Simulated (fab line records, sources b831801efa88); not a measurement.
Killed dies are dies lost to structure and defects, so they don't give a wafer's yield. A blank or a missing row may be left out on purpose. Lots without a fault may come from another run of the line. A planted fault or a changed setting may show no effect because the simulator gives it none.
A struck lot beside a sound one | flow sky130 | 16 steps out of a route of 708
Sound: wafers L891.1, L891.3, L891.4. Struck: wafers L895.1, L895.2, L895.6. The cause comes at the end.
At each step with rows: each side's tool, then ch and its chambers, then its first start. Under that, the readings that differ: sound wafers | struck wafers | difference of the means | sigmas: that difference in standard deviations of wafers without a fault.
alike: readings whose means differ by less than 2 such deviations, and words and numbers that are the same on both sides. not compared: withheld readings, readings that some wafer has no value for, bounds like >300 that may hide the same value, and numbers for which the record gives no deviation and whose values overlap.
The two part at a step that has a row with sigmas, a row that says differs or no value, or rows on one side only. Numbers that don't overlap but have no deviation are shown without sigmas and don't part them. A reading that every wafer of one side lacks parts them only if that side has two wafers or more.

first, 2 steps without rows for these wafers: SKY_VT_ADJUST_PCH_PEB_05; SKY_VT_ADJUST_PCH_DEVELOP_06 (develop time 60 s).
SKY_VT_ADJUST_PCH_OVL_MEAS_07:
  sound on overlay-02, day 15 14:16; struck on overlay-02, day 16 13:40
  alike: VT_ADJUST_PCH_OVL
then, 1 step without rows for these wafers: SKY_VT_ADJUST_PCH_IMPLANT_08.
SKY_VT_ADJUST_PCH_STRIP_09: strips in O2/N2.
  sound on plasma_asher-01 ch 0,1, day 15 14:27; struck on plasma_asher-04 ch 0,1, day 16 13:51
  alike: drypump_motor_current_A, oes_product_au, strip_time_to_endpoint_s
  not compared: rf_hours_counter_h
SKY_VT_ADJUST_PCH_TW_MEAS_10:
  sound on film_metro-02, day 15 14:33; struck on film_metro-01, day 16 13:57
  reading          | sound             | struck            | difference | sigmas
  VT_ADJUST_PCH_TW | 145.4 146.4 147.1 | 141.2 140.5 141.5 | -5.2       | -2
then, 6 steps without rows for these wafers: SKY_SONOS_TUNNEL_DEHYDRATE_00 (time 60 s); SKY_SONOS_TUNNEL_HMDS_01 (prime time 60 s); SKY_SONOS_TUNNEL_COAT_02 (resist thk 1140 nm); SKY_SONOS_TUNNEL_SOFTBAKE_03 (time 60 s); SKY_SONOS_TUNNEL_EXPOSE_04 (exposes mask TUNM, target cd 410 nm); SKY_SONOS_TUNNEL_PEB_05.
SKY_SONOS_TUNNEL_DEVELOP_06: develop time 60 s.
  sound on litho_track-01 ch 0, day 16 18:26; struck on litho_track-01 ch 0, day 17 17:43
  alike: chill_plate_temp_C, developer_temp_C
SKY_SONOS_TUNNEL_CD_MEAS_07: target cd 410 nm.
  sound on cd_sem-02, day 16 18:35; struck on cd_sem-01, day 17 17:52
  reading    | sound             | struck            | difference | sigmas
  cd_nm (nm) | 415.1 412.9 412.5 | 427.8 431.8 429.2 | +16.1      | +7
SKY_SONOS_TUNNEL_OVL_MEAS_08:
  sound on overlay-02, day 16 18:42; struck on overlay-02, day 17 17:59
  reading               | sound       | struck         | difference | sigmas
  SONOS_TUNNEL_OVL (nm) | 2.6 3.0 2.3 | -0.7 -0.1 -0.8 | -3.2       | -2
SKY_PAD_OPEN_PROBE_99:
  the record has rows for the sound wafers here (prober-01, day 49 18:24) and none for the struck ones

WHERE THEY PART
First at SKY_VT_ADJUST_PCH_TW_MEAS_10; last, within this record, at SKY_PAD_OPEN_PROBE_99.

WHY: what the simulator had put in
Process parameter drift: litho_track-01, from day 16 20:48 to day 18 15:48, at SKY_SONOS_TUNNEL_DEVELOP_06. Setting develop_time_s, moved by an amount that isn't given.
